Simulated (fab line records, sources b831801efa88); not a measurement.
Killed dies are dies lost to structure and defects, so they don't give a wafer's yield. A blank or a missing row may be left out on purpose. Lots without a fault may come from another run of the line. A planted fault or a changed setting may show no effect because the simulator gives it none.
A struck lot beside a sound one | flow gf180mcu | 33 steps out of a route of 602
Sound: wafers L597.3, L597.5, L597.6. Struck: wafers L612.2, L612.3, L612.4. The cause comes at the end.
At each step with rows: each side's tool, then ch and its chambers, then its first start. Under that, the readings that differ: sound wafers | struck wafers | difference of the means | sigmas: that difference in standard deviations of wafers without a fault.
alike: readings whose means differ by less than 2 such deviations, and words and numbers that are the same on both sides. not compared: withheld readings, readings that some wafer has no value for, bounds like >300 that may hide the same value, and numbers for which the record gives no deviation and whose values overlap.
The two part at a step that has a row with sigmas, a row that says differs or no value, or rows on one side only. Numbers that don't overlap but have no deviation are shown without sigmas and don't part them. A reading that every wafer of one side lacks parts them only if that side has two wafers or more.

first, 2 steps without rows for these wafers: GF_M2_PEB_12 (peb time 90 s); GF_M2_DEVELOP_13 (develop time 60 s).
GF_M2_CD_MEAS_14: target cd 280 nm.
  sound on cd_sem-01, day 19 12:18; struck on cd_sem-01, day 24 17:07
  alike: cd_nm
GF_M2_OVL_MEAS_15:
  sound on overlay-02, day 19 12:23; struck on overlay-01, day 24 17:14
  alike: M2_OVL
then, 1 step without rows for these wafers: GF_M2_METAL_ETCH_16 (etches the open film in Cl2/BCl3, stops on SiO2, target depth 627.5 nm, time 104.6 s).
GF_M2_STRIP_17: strips in O2/N2.
  sound on plasma_asher-01 ch 0,1, day 19 12:35; struck on plasma_asher-02 ch 0,1, day 24 17:22
  alike: drypump_motor_current_A, heater_power_w, oes_product_au, strip_time_to_endpoint_s
  not compared: rf_hours_counter_h
then, 3 steps without rows for these wafers: GF_M2_STRIP_18 (strips in post etch residue remover, time 1200 s); GF_M2_CLEAN_19 (cleans in DIW); GF_V2_CVD_00 (deposits SiO2, target thk 600 nm, time 100 s).
GF_V2_THK_MEAS_01:
  sound on film_metro-01, day 19 13:11; struck on film_metro-02, day 24 17:59
  reading            | sound       | struck      | difference | sigmas
  V2_CVD_00_THK (nm) | 606 606 605 | 589 582 587 | -20        | -3
then, 1 step without rows for these wafers: GF_V2_CVD_02 (deposits SiO2 from TEOS, target thk 850 nm, time 94.851 s).
GF_V2_THK_MEAS_03:
  sound on film_metro-02, day 19 13:19; struck on film_metro-01, day 24 18:07
  alike: V2_CVD_02_THK
GF_V2_CMP_04: polishes SiO2.
  sound on cmp-02 ch 0,1,3, day 19 13:31; struck on cmp-02 ch 0,2,3, day 24 18:10
  no value came back on the struck wafers for any of 5 readings (edge_zone_pressure_frac, head_pressure_psi (psi) and others); on the sound wafers edge_zone_pressure_frac reads 0.994 0.992 0.999
  reading                             | sound             | struck            | difference | sigmas
  model.SiO2_of_V2_CVD_02.thk_nm (nm) | 631.7 632.5 632.2 | 832.2 849.4 830.4 | +205.2     |
GF_V2_BOW_MEAS_05:
  sound on film_metro-01, day 19 13:42; struck on film_metro-04, day 24 18:29
  alike: V2_BOW
then, 8 steps without rows for these wafers: GF_V2_DEHYDRATE_06 (time 60 s); GF_V2_HMDS_07 (prime time 60 s); GF_V2_COAT_08; GF_V2_COAT_09 (resist thk 1000 nm); GF_V2_SOFTBAKE_10 (time 60 s); GF_V2_EXPOSE_11 (exposes mask Via2, target cd 260 nm); GF_V2_PEB_12 (peb time 90 s); GF_V2_DEVELOP_13 (develop time 60 s).
GF_V2_CD_MEAS_14: target cd 260 nm.
  sound on cd_sem-01, day 20 14:29; struck on cd_sem-02, day 25 16:16
  alike: cd_nm
GF_V2_OVL_MEAS_15:
  sound on overlay-01, day 20 14:34; struck on overlay-01, day 25 16:22
  alike: V2_OVL
GF_V2_ETCH_16: etches BARC in N2/H2.
  sound on rie_diel-01 ch 0,1,3, day 20 14:35; struck on rie_diel-02 ch 0,1,2, day 25 16:23
  alike: drypump_motor_current_A, oes_product_au, throttle_valve_pct
GF_V2_ETCH_17: etches SiO2 in C4F8/O2/Ar, stops on TiN, target depth 630 nm.
  sound on rie_diel-01 ch 0,1,3; struck on rie_diel-02 ch 0,1,2
  reading                        | sound             | struck            | difference | sigmas
  oes_product_au (a.u.)          | 0.862 0.845 0.851 | 1.609 1.621 1.608 | +0.760     | +99 or more
  model.V2.feature_depth_nm (nm) | 631.7 632.5 632.2 | 814.7 823.6 812.4 | +184.8     |
  model.etch.depth_nm (nm)       | 631.7 632.5 632.2 | 814.7 823.6 812.4 | +184.8     |
then, 3 steps without rows for these wafers: GF_V2_STRIP_18 (strips in O2/N2); GF_V2_STRIP_19 (strips in post etch residue remover, time 1200 s); GF_V2_CLEAN_20 (cleans in DIW).
GF_V2_SPUTTER_21: material Ti, target thk 15 nm, time 80.02 s.
  sound on pvd_sputter-03, day 20 15:16; struck on pvd_sputter-01, day 25 17:04
  alike: throttle_valve_pct
GF_V2_SPUTTER_22: material TiN, target thk 10 nm, time 40 s.
  sound on pvd_sputter-03, day 20 15:20; struck on pvd_sputter-01, day 25 17:07
  alike: throttle_valve_pct
GF_V2_CVD_23: deposits W, target thk 350 nm, time 104.94 s.
  sound on cvd_w-02 ch 0,1, day 20 15:25; struck on cvd_w-02 ch 1, day 25 17:11
  alike: heater_power_outer_w, heater_power_w
  not compared: since_wet_clean_h
GF_V2_CMP_26: polishes, stops on SiO2, t overpolish 15 s, target thk 0 nm.
  sound on cmp-02 ch 0,3, day 20 15:43; struck on cmp-01 ch 0,1,3, day 25 17:34
  reading                             | sound             | struck            | difference | sigmas
  model.SiO2_of_V2_CVD_02.thk_nm (nm) | 627.9 628.7 628.4 | 828.4 845.6 826.7 | +205.2     |
  alike: edge_zone_pressure_frac, head_pressure_psi, motor_current_A, slurry_filter_dp_kPa

WHERE THEY PART
First at GF_V2_THK_MEAS_01; last, within this record, at GF_V2_ETCH_17. Later steps at which nothing parts them and some readings are alike: GF_V2_SPUTTER_21, GF_V2_SPUTTER_22, GF_V2_CVD_23, GF_V2_CMP_26.

WHY: what the simulator had put in
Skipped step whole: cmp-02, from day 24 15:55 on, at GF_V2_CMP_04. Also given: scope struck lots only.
